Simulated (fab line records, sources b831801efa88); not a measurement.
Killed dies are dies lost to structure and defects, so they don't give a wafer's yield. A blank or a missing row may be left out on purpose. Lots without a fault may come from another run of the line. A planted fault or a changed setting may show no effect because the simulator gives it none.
Chamber matching | flow gf180mcu | GF_V3_CMP_04 on cmp-01: 4 sister chambers
The step polishes SiO2. 8 wafers are shown with their chamber, then 10 later ones without.

WAFERS WITH THEIR CHAMBER
wafer  | chamber | motor_current_A (A) | time_to_endpoint_s (s)
L429.5 | 3       | 10.3                | 82
L428.1 | 3       | 10.9                | 82
L428.5 | 0       | 12.3                | 85
L439.1 | 1       | 10.9                | 74
L439.2 | 0       | 12.7                | 77
L439.3 | 2       | 13.4                | 83
L441.3 | 2       | 14.1                | 79
L441.5 | 1       | 10.1                | 83

WAFERS WITHOUT THEIR CHAMBER
wafer  | motor_current_A (A) | time_to_endpoint_s (s)
L441.6 | 13.5                | 85
L442.2 | 11.0                | 83
L442.4 | 11.9                | 85
L442.5 | 11.0                | 91
L443.3 | 12.8                | 78
L443.4 | 11.2                | 84
L443.6 | 12.3                | 78
L444.1 | 14.1                | 81
L444.2 | 11.1                | 85
L444.5 | 10.6                | 88

WHICH CHAMBER EACH WENT THROUGH
wafer  | from the rows above          | in truth
L441.6 | can't be placed: 2 or 0      | 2
L442.2 | can't be placed: 3 or 1      | 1
L442.4 | can't be placed: 0 or 3 or 1 | 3
L442.5 | can't be placed: 3 or 1 or 0 | 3
L443.3 | can't be placed: 0 or 2      | 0
L443.4 | can't be placed: 3 or 1 or 0 | 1
L443.6 | 0                            | 0
L444.1 | 2                            | 2
L444.2 | can't be placed: 3 or 1 or 0 | 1
L444.5 | can't be placed: 3 or 1      | 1
Placed correctly: 2 of 10. Can't be placed from these rows: 8 (the true chamber is among the candidates in 8). Placed wrongly: 0.
How it was worked out, from the rows above alone: a wafer's distance from a chamber is the root of the sum, over the readings, of the square of ((its reading less the chamber's mean) divided by the reading's scatter). The wafer belongs to the nearest chamber; if the next one is less than 2 further off, it can't be placed. A chamber's mean is the mean of its shown wafers. The scatter: the root of (the sum of the squares of (reading less its chamber's mean) over the shown wafers, divided by (wafers less chambers)).
